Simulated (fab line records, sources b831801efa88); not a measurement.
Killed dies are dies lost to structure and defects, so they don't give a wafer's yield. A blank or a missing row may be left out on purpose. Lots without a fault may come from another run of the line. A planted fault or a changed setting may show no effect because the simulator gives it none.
fab line records | flow gf180mcu
record lots=14 wafers=42 last_day=34
route steps=602 shown POLY_GATE@167 HV_LDD@210
lots that met no fault: from a run of the same line without faults
start_h: hours from the record's first day to the start of the lot's first wafer shown | wait_h: hours since the lot's step before | " the same as in the row above | L1.1+2: a row that stands for several wafers | - no value, or no start given | * or withheld: withheld | < > ~ a bound
route shown NAME@n: a module of which the file shows steps, and the number in the route of the first | usual: mean/standard deviation of fault-free wafers | same: alike in all rows | chamber/n: place in a boat | sites: the reading at each site | _std_site: their standard deviation | _edge_site: outer sites' mean less inner sites' | radius_mm: how far each site lies from the wafer's centre | mask NAME#n: copy n | behind: the tool/chamber that last shaped the wafer | hold: why the lot was held/for how many hours/how that ended | device: the transistor (n, p or np) that didn't switch | end of line: the same wafers' tests at the end of the route | a step without rows: its recipe alone | killed: dies lost to structure and defects at the first sort, not the wafer's yield | map: a wafer's dies, x killed, . not, _ none there
set.NAME: the setting as run; set.NAME@STEP: as run at that earlier step | model.NAME: the simulator's own value behind a step, which no gauge read
steps of the route over a sample of lots; a table a step, a row a wafer
services: from which hour (start_h, from the record's first day; less than 0 if before it) a tool's chamber was out of use, for how many hours, and why
## steps
# step GF_POLY_GATE_CD_MEAS_10
# recipe target_cd_nm=280
# usual cd_nm=279.8/1.2
# columns lot.wafer tool chamber start_h wait_h cd_nm
L489.1 cd_sem-02 - 198.80 0.1 280.5
L489.3 " - " " 282.1
L489.5 " - " " 281.1
L492.2 cd_sem-01 - 213.30 0.1 278.8
L492.3 " - " " 278.7
L492.4 " - " " 279.1
L493.1 cd_sem-02 - 221.05 0.1 281.3
L493.3 " - " " 280.7
L493.6 " - " " 280.8
L495.2 cd_sem-02 - 237.35 0.1 278.7
L495.3 " - " " 279.8
L495.4 " - " " 279.6
L497.1 cd_sem-01 - 254.08 0.1 279.4
L497.2 " - " " 279.5
L497.3 " - " " 279.4
L498.1 cd_sem-02 - 258.69 0.1 281.2
L498.3 " - " " 279.1
L498.4 " - " " 279.3
L499.3 cd_sem-01 - 267.92 0.1 279.1
L499.5 " - " " 277.8
L499.6 " - " " 276.9
L500.2 cd_sem-01 - 276.37 0.1 280.2
L500.3 " - " " 280.4
L500.6 " - " " 280.3
L501.4 cd_sem-01 - 284.09 0.1 279.3
L501.5 " - " " 279.7
L501.6 " - " " 280.0
L504.1 cd_sem-01 - 300.78 0.1 279.1
L504.5 " - " " 279.0
L504.6 " - " " 278.2
L505.1 cd_sem-02 - 309.55 0.1 279.9
L505.3 " - " " 279.5
L505.5 " - " " 279.6
L506.1 cd_sem-02 - 317.84 0.1 280.6
L506.3 " - " " 279.9
L506.6 " - " " 280.1
L511.1 cd_sem-01 - 357.33 0.1 280.0
L511.4 " - " " 279.5
L511.5 " - " " 279.5
L512.1 cd_sem-01 - 362.84 0.1 280.3
L512.2 " - " " 279.7
L512.4 " - " " 279.7
# step GF_HV_LDD_IMPLANT_34
# recipe species=P energy_kev=60 dose_cm2=7.5e+12 tilt_deg=30 rotation_deg=90
# usual dose_ions_cm2=7.5e+12/8.7e+09 faraday_current_uA=42.4/0.79 tilt_deg=30.004/0.021
# columns lot.wafer tool chamber start_h wait_h dose_ions_cm2 faraday_current_uA tilt_deg
L489.1 implanter-04 0 255.23 0.1 7.507e+12 42.4 30.006
L489.3 " 0 " " 7.496e+12 42.0 29.991
L489.5 " 0 " " 7.512e+12 42.1 30.001
L492.2 implanter-01 0 271.26 0.1 7.502e+12 41.9 29.949
L492.3 " 0 " " 7.517e+12 42.7 29.987
L492.4 " 0 " " 7.491e+12 44.0 29.976
L493.1 implanter-03 0 280.30 0.1 7.513e+12 40.7 30.064
L493.3 " 0 " " 7.496e+12 43.8 30.027
L493.6 " 0 " " 7.501e+12 43.7 29.998
L495.2 implanter-04 0 297.10 0.1 7.49e+12 43.9 29.974
L495.3 " 0 " " 7.501e+12 41.3 30.011
L495.4 " 0 " " 7.493e+12 42.1 30.017
L497.1 implanter-03 0 318.03 0.1 7.487e+12 41.5 30.003
L497.2 " 0 " " 7.499e+12 41.8 30.017
L497.3 " 0 " " 7.485e+12 42.4 30.012
L498.1 implanter-01 0 321.15 0.1 7.504e+12 41.7 30.040
L498.3 " 0 " " 7.496e+12 42.0 29.994
L498.4 " 0 " " 7.501e+12 41.8 30.019
L499.3 implanter-03 0 333.54 0.1 7.504e+12 42.2 30.009
L499.5 " 0 " " 7.499e+12 41.3 30.007
L499.6 " 0 " " 7.502e+12 42.4 30.024
L500.2 implanter-03 0 337.61 0.1 7.485e+12 43.1 29.991
L500.3 " 0 " " 7.502e+12 43.0 30.013
L500.6 " 0 " " 7.497e+12 44.1 30.007
L501.4 implanter-03 0 353.97 0.1 7.487e+12 43.0 29.974
L501.5 " 0 " " 7.483e+12 42.6 29.981
L501.6 " 0 " " 7.493e+12 41.5 29.995
L504.1 implanter-03 0 372.98 0.1 7.46e+11 4.4 30.005
L504.5 " 0 " " 7.41e+11 4.3 30.016
L504.6 " 0 " " 7.46e+11 4.4 30.044
L505.1 implanter-03 0 378.28 0.1 7.51e+11 4.3 30.021
L505.3 " 0 " " 7.3e+11 4.2 30.001
L505.5 " 0 " " 7.38e+11 4.2 29.978
L506.1 implanter-01 0 382.28 0.1 7.503e+12 41.7 30.021
L506.3 " 0 " " 7.51e+12 44.3 30.007
L506.6 " 0 " " 7.506e+12 42.1 30.034
L511.1 implanter-04 0 429.53 0.1 7.499e+12 44.0 30.043
L511.4 " 0 " " 7.491e+12 42.5 30.023
L511.5 " 0 " " 7.499e+12 41.8 30.011
L512.1 implanter-01 0 435.54 0.1 7.513e+12 42.3 29.956
L512.2 " 0 " " 7.505e+12 43.1 29.956
L512.4 " 0 " " 7.499e+12 41.7 29.952
# step GF_HV_LDD_TW_MEAS_38
# usual HV_LDD_3_TW=1422/9.3
# columns lot.wafer tool chamber start_h wait_h HV_LDD_3_TW
L489.1 film_metro-03 - 255.78 0.1 1426
L489.3 " - " " 1422
L489.5 " - " " 1421
L492.2 film_metro-01 - 271.80 0.1 1422
L492.3 " - " " 1419
L492.4 " - " " 1425
L493.1 film_metro-01 - 280.85 0.1 1424
L493.3 " - " " 1424
L493.6 " - " " 1421
L495.2 film_metro-04 - 297.64 0.1 1416
L495.3 " - " " 1410
L495.4 " - " " 1422
L497.1 film_metro-04 - 318.58 0.1 1410
L497.2 " - " " 1417
L497.3 " - " " 1409
L498.1 film_metro-01 - 321.70 0.1 1424
L498.3 " - " " 1423
L498.4 " - " " 1430
L499.3 film_metro-03 - 334.06 0.1 1430
L499.5 " - " " 1431
L499.6 " - " " 1432
L500.2 film_metro-04 - 338.14 0.1 1410
L500.3 " - " " 1404
L500.6 " - " " 1415
L501.4 film_metro-01 - 354.47 0.1 1440
L501.5 " - " " 1435
L501.6 " - " " 1432
L504.1 film_metro-03 - 373.53 0.1 1313
L504.5 " - " " 1315
L504.6 " - " " 1320
L505.1 film_metro-01 - 378.83 0.1 1317
L505.3 " - " " 1321
L505.5 " - " " 1315
L506.1 film_metro-01 - 382.83 0.1 1423
L506.3 " - " " 1426
L506.6 " - " " 1434
L511.1 film_metro-03 - 430.08 0.1 1424
L511.4 " - " " 1423
L511.5 " - " " 1430
L512.1 film_metro-04 - 436.09 0.1 1411
L512.2 " - " " 1412
L512.4 " - " " 1409
# step GF_HV_LDD_CD_MEAS_46
# recipe target_cd_nm=400
# usual cd_nm=400.0/2.4
# columns lot.wafer tool chamber start_h wait_h cd_nm
L489.1 cd_sem-01 - 274.28 0.1 399.6
L489.3 " - " " 399.1
L489.5 " - " " 398.4
L492.2 cd_sem-02 - 291.56 0.1 400.4
L492.3 " - " " 398.4
L492.4 " - " " 400.5
L493.1 cd_sem-02 - 300.99 0.1 397.9
L493.3 " - " " 397.9
L493.6 " - " " 399.6
L495.2 cd_sem-02 - 318.16 0.1 400.8
L495.3 " - " " 401.3
L495.4 " - " " 400.3
L497.1 cd_sem-02 - 336.52 0.1 401.0
L497.2 " - " " 398.8
L497.3 " - " " 400.1
L498.1 cd_sem-01 - 339.92 0.1 401.2
L498.3 " - " " 401.8
L498.4 " - " " 401.3
L499.3 cd_sem-01 - 355.83 0.1 396.8
L499.5 " - " " 395.5
L499.6 " - " " 398.2
L500.2 cd_sem-02 - 359.94 0.1 401.5
L500.3 " - " " 399.7
L500.6 " - " " 404.8
L501.4 cd_sem-02 - 376.75 0.1 399.4
L501.5 " - " " 397.2
L501.6 " - " " 399.5
L504.1 cd_sem-01 - 395.63 0.1 397.9
L504.5 " - " " 397.7
L504.6 " - " " 396.0
L505.1 cd_sem-02 - 401.79 0.1 404.5
L505.3 " - " " 403.7
L505.5 " - " " 404.0
L506.1 cd_sem-02 - 406.42 0.1 396.5
L506.3 " - " " 399.9
L506.6 " - " " 397.8
L511.1 cd_sem-01 - 455.23 0.1 397.4
L511.4 " - " " 396.3
L511.5 " - " " 396.7
L512.1 cd_sem-01 - 460.09 0.1 401.4
L512.2 " - " " 400.9
L512.4 " - " " 401.7
# step GF_HV_LDD_TW_MEAS_50
# usual HV_LDD_4_TW=564/3.9
# columns lot.wafer tool chamber start_h wait_h HV_LDD_4_TW
L489.1 film_metro-04 - 274.69 0.1 556
L489.3 " - " " 559
L489.5 " - " " 556
L492.2 film_metro-03 - 291.96 0.1 568
L492.3 " - " " 566
L492.4 " - " " 570
L493.1 film_metro-01 - 301.40 0.1 563
L493.3 " - " " 563
L493.6 " - " " 566
L495.2 film_metro-01 - 318.56 0.1 567
L495.3 " - " " 568
L495.4 " - " " 565
L497.1 film_metro-01 - 336.93 0.1 568
L497.2 " - " " 567
L497.3 " - " " 568
L498.1 film_metro-04 - 340.33 0.1 555
L498.3 " - " " 560
L498.4 " - " " 557
L499.3 film_metro-03 - 356.21 0.1 570
L499.5 " - " " 566
L499.6 " - " " 568
L500.2 film_metro-01 - 360.34 0.1 564
L500.3 " - " " 564
L500.6 " - " " 568
L501.4 film_metro-03 - 377.27 0.1 568
L501.5 " - " " 569
L501.6 " - " " 567
L504.1 film_metro-03 - 396.03 0.1 564
L504.5 " - " " 564
L504.6 " - " " 565
L505.1 film_metro-03 - 402.19 0.1 567
L505.3 " - " " 564
L505.5 " - " " 568
L506.1 film_metro-03 - 406.83 0.1 568
L506.3 " - " " 570
L506.6 " - " " 565
L511.1 film_metro-03 - 455.63 0.1 567
L511.4 " - " " 568
L511.5 " - " " 566
L512.1 film_metro-01 - 460.49 0.1 567
L512.2 " - " " 562
L512.4 " - " " 562
## services
# columns tool chamber start_h hours kind
implanter-04 - 263.51 2.6 repair
implanter-03 - 265.77 4.4 repair
implanter-03 - 270.14 4.7 pm
implanter-04 - 309.30 3.7 repair
implanter-03 - 324.18 9.1 repair
implanter-01 - 344.98 4.4 pm
implanter-04 - 355.30 17.7 repair
implanter-03 - 402.95 113.0 pm
implanter-01 - 409.16 3.0 pm
## key
first_sign step=GF_HV_LDD_IMPLANT_34 reading=dose_ions_cm2 direction=down sigmas=99+ usual=7.5e+12 struck=7.42e+11
effect step=GF_HV_LDD_IMPLANT_34 reading=faraday_current_uA direction=down sigmas=48 usual=42.4 struck=4.3
effect step=GF_HV_LDD_TW_MEAS_38 reading=HV_LDD_3_TW direction=down sigmas=11 usual=1422 struck=1317
met_at GF_HV_LDD_IMPLANT_34
struck_lots L504,L505
tester_left_out L504,L505
not_acting_at GF_POLY_GATE_CD_MEAS_10,GF_HV_LDD_CD_MEAS_46,GF_HV_LDD_TW_MEAS_50
onset_between 353.97 372.98
fault kind=process_parameter_drift tool=implanter-03 chamber=- onset_h=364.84 steps=GF_HV_LDD_IMPLANT_34 channel=dose_cm2 offset=-6.75e+12 shape=step end_h=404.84 acts_in=these_recipes_only stated=7.5e+12
# tester_left_out: of these lots the tester's yield and bins aren't shown, on N5 and GAA mostly nor the transistor test; their killed dies are dies lost to structure and defects alone, not to doping, threshold or leakage, so they don't give the yield
